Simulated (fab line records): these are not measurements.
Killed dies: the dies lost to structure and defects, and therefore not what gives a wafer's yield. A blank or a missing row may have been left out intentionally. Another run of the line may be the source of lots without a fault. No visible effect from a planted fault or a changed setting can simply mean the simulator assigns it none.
Split-lot trial + flow sky130 + on a route of 708 steps: 5 lots, 23 wafers read

== ON THE SPLIT ==
At SKY_LDD_LDN_IMPLANT_11, the setting energyKev was moved away from the recipe's 15 on 6 of the 23 wafers read, by +2.7% to +5.9%. All remaining wafers had this setting at the recipe value.

Reading taken at the split's own step.

== THE READING ==
In nm, at SKY_LDD_LDN_IMPLANT_11: implant.drpNm, which is the simulator's own figure and was read by no gauge. No usual value for it is given in the file.

| wafer  | tool, chamber at the split | energyKev as run | against the recipe | implant.drpNm, nm | against lot-mates on the recipe |
|--------|----------------------------|------------------|--------------------|-------------------|---------------------------------|
| L074.1 | implanter-01, 0            | 15               | recipe             | 5.933             | -                               |
| L074.3 | implanter-01, 0            | 15               | recipe             | 5.933             | -                               |
| L074.4 | implanter-01, 0            | 15               | recipe             | 5.933             | -                               |
| L074.5 | implanter-01, 0            | 15               | recipe             | 5.933             | -                               |
| L074.6 | implanter-01, 0            | 15               | recipe             | 5.933             | -                               |
| L079.1 | implanter-03, 0            | 15               | recipe             | 5.933             | -                               |
| L079.3 | implanter-03, 0            | 15               | recipe             | 5.933             | -                               |
| L079.4 | implanter-03, 0            | 15               | recipe             | 5.933             | -                               |
| L079.5 | implanter-03, 0            | 15               | recipe             | 5.933             | -                               |
| L079.6 | implanter-03, 0            | 15               | recipe             | 5.933             | -                               |
| L081.2 | implanter-03, 0            | 15.4             | +2.7%              | 6.039             | +0.106                          |
| L081.3 | implanter-03, 0            | 15.4             | +2.7%              | 6.039             | +0.106                          |
| L081.4 | implanter-03, 0            | 15.4             | +2.7%              | 6.039             | +0.106                          |
| L081.5 | implanter-03, 0            | 15               | recipe             | 5.933             | -                               |
| L081.6 | implanter-03, 0            | 15               | recipe             | 5.933             | -                               |
| L084.1 | implanter-03, 0            | 15               | recipe             | 5.933             | -                               |
| L084.4 | implanter-03, 0            | 15               | recipe             | 5.933             | -                               |
| L084.2 | implanter-03, 0            | 15.89            | +5.9%              | 6.167             | +0.234                          |
| L084.5 | implanter-03, 0            | 15.89            | +5.9%              | 6.167             | +0.234                          |
| L084.6 | implanter-03, 0            | 15.89            | +5.9%              | 6.167             | +0.234                          |
| L085.2 | implanter-02, 0            | 15               | recipe             | 5.933             | -                               |
| L085.3 | implanter-02, 0            | 15               | recipe             | 5.933             | -                               |
| L085.6 | implanter-02, 0            | 15               | recipe             | 5.933             | -                               |

THE FIT
A straight line over all 23 wafers: implant.drpNm changes by +0.0395 nm for each +1% of energyKev; r = +1.00; the points scatter about the line by 0.00028 nm.
The same after taking each lot's own level away (the mean of its wafers on the recipe; 23 wafers): +0.0395 nm for each +1%; r = +1.00; scatter 0.00028 nm.
The reading moves by 0.23 nm for the largest change in energyKev, on that fit.
The lots' own levels span 5.9330 to 5.9330 nm.
Consequently the slope shifts little with the lot-to-lot level, the two slopes agreeing.
Check: with one of the wafers moved furthest among these (+5.9%) left out of the fit, the line predicts +0.234 nm for it against its lot-mates. Against them it came out at +0.234 nm.

== FURTHER SPLITS ON THESE WAFERS ==
These wafers also went through other splits before the reading. Each is held against what the fit with the lots' levels taken away leaves over:
| other split on the same wafers           | wafers away from the commonest value | r with implant.drpNm (lot level and that fit taken away) |
|------------------------------------------|--------------------------------------|----------------------------------------------------------|
| SKY_VT_ADJUST_HVTR_EXPOSE_04 doseMj      | 8                                    | +0.57                                                    |
| SKY_SONOS_TUNNEL_DEVELOP_06 developTimeS | 7                                    | -0.31                                                    |
| SKY_SONOS_ONO_COAT_08 resistThkNm        | 7                                    | -0.14                                                    |
| SKY_SONOS_ONO_ETCH_15 sourceW            | 8                                    | -0.02                                                    |
| SKY_GATE_OXIDE_IMPLANT_11 doseCm2        | 5                                    | -0.02                                                    |
| SKY_POLY_GATE_OXIDATION_20 oxTimeS       | 15                                   | -0.37                                                    |
| SKY_LDD_P_IMPLANT_09 doseCm2             | 8                                    | +0.05                                                    |
| SKY_LDD_HVN_STRIP_09 powerW              | 5                                    | -0.11                                                    |
| SKY_LDD_LDN_IMPLANT_09 energyKev         | 10                                   | -0.05                                                    |

== THE WHOLE CHAIN: every reading that the file lists as answering this split, in the file's order ==
| step                   | what it does | reading                                                        | change (the file's fit)                | r (the file's) |
|------------------------|--------------|----------------------------------------------------------------|----------------------------------------|----------------|
| SKY_LDD_LDN_IMPLANT_11 |              | implant.rpNm (the simulator's own value, which no gauge read)  | +0.0884 nm for each +1% of the setting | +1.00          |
| SKY_LDD_LDN_IMPLANT_11 |              | implant.drpNm (the simulator's own value, which no gauge read) | +0.0394 nm for each +1% of the setting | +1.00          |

== THE FILE'S OWN FIT ==
implant.drpNm changes by +0.0394 nm for each +1% of energyKev, r = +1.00.
